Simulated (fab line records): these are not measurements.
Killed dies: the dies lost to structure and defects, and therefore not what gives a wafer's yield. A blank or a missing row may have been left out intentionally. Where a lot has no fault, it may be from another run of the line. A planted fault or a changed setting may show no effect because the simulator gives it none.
Problem report, 8D (eight disciplines) form, completed by code + flow gf180mcu + the parts of the form that need people (team, actions taken, sign-off) are left out

== 1. WHAT WENT WRONG ==
Mean of killed_at_M0_to_M3 at GF_PASSIVATION_PROBE_99: 486 across 6 wafers in 2 lots; on wafers with no fault it is 21 (standard deviation 4.7). Relative to the usual mean, that is a shift of +99 standard deviations.
Seen first at day 31 06:36 on prober-01, wafer L322.3. The record holds 15 wafers of 5 lots with a number at this step. By rule, "out" or "out of limits" means more than 4 standard deviations away from the usual mean. Any other wafer with a number is counted as sound.

== 2. WHAT IT IS AND WHAT IT IS NOT ==
| question                    | is                                                                                                                                           | is not                                                                         |
|-----------------------------|----------------------------------------------------------------------------------------------------------------------------------------------|--------------------------------------------------------------------------------|
| which readings at this step | killed_at_M0_to_M3, defect limited yield, killed dies, killed on rim, sort_bin_3_pad_short, sort_bin_5_function, sort n pass, sort yield pct | killed at other, sort_bin_6_memory                                             |
| which lots                  | L322, L323                                                                                                                                   | L331, L333, L334                                                               |
| which wafers of those lots  | all that have a number                                                                                                                       | -                                                                              |
| read on which tools         | prober-01, prober-02                                                                                                                         | -                                                                              |
| when                        | from day 31 06:36                                                                                                                            | up to then (0 sound wafers); but 9 sound wafers of L331, L333, L334 came after |

== 3. SUSPECTS, AND WHAT RULES EACH OUT ==
Counting: a tool stays on the suspect list if, at a process step up to the reading, it processed all lots that are out and no sound lot following the first of them.
- plasma asher-04 at GF_M3_STRIP_17 (strips in O2/N2): ruled out as a lasting fault. The sound lots L331, L333, L334 went through it after L322, its earliest lot that is out (day 24 02:01).
- pecvd-04 at GF_V3_CVD_02 (deposits SiO2 from TEOS, target thk 850 nm, time 94.851 s): ruled out as a lasting fault. The sound lots L331, L334 went through it after L322, its earliest lot that is out (day 24 02:59).
Left after counting: nothing in the record.

== 4. THE CAUSE (what the simulator had put in) ==
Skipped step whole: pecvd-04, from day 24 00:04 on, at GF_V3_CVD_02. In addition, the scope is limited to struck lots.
Counting ruled it out, wrongly: the rule takes a fault to strike every lot that its tool runs from its start on, and this one did not.

== 5. SEQUENCE OF EFFECTS, ordered by route ==
Each row: a reading where the mean over the struck wafers with a number is more than 3 standard deviations away from the usual. Scope: only readings with a usual standard deviation given in the record; hours: median across lots of the time from each lot's start at the first step in this table that gives one to its start at this step; sigmas: change in usual standard deviations.
| hours | step                    | reading              | usual  | on struck wafers | change | sigmas |
|-------|-------------------------|----------------------|--------|------------------|--------|--------|
| 0     | GF_PASSIVATION_PROBE_99 | defect limited yield | 90.5 % | 0.0              | -90.5  | -70    |
| 0     | GF_PASSIVATION_PROBE_99 | killed_at_M0_to_M3   | 21     | 486              | +465   | +99    |
| 0     | GF_PASSIVATION_PROBE_99 | killed dies          | 47     | 492              | +445   | +67    |
| 0     | GF_PASSIVATION_PROBE_99 | killed on rim        | 9.2    | 96.0             | +86.8  | +29    |
| 0     | GF_PASSIVATION_PROBE_99 | killed open          | 27     | 6                | -22    | -4.4   |
| 0     | GF_PASSIVATION_PROBE_99 | killed short         | 20     | 4                | -16    | -3.5   |
| 0     | GF_PASSIVATION_PROBE_99 | sort_bin_3_pad_short | 0.37 % | 22.87            | +22.50 | +78    |
| 0     | GF_PASSIVATION_PROBE_99 | sort_bin_5_function  | 5.6 %  | 74.3             | +68.7  | +62    |
| 0     | GF_PASSIVATION_PROBE_99 | sort n pass          | 445    | 0                | -445   | -67    |
| 0     | GF_PASSIVATION_PROBE_99 | sort yield pct       | 90.5 % | 0.0              | -90.5  | -70    |
It contains these process steps:
- GF_PASSIVATION_PROBE_99
Readings that are blank on the struck wafers while sound wafers have them: heater power outer w at GF_V3_CVD_02; heater power w at GF_V3_CVD_02.

== 6. HOW IT WOULD HAVE BEEN CAUGHT EARLIER ==
In this record no reading fell out of limits until day 31 06:36, 175 hours after the fault had begun at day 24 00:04.
At GF_V3_CVD_02 the tool's readings are blank on the struck wafers, where sound wafers have them: an empty tool record is the first sign, and it was there at once.
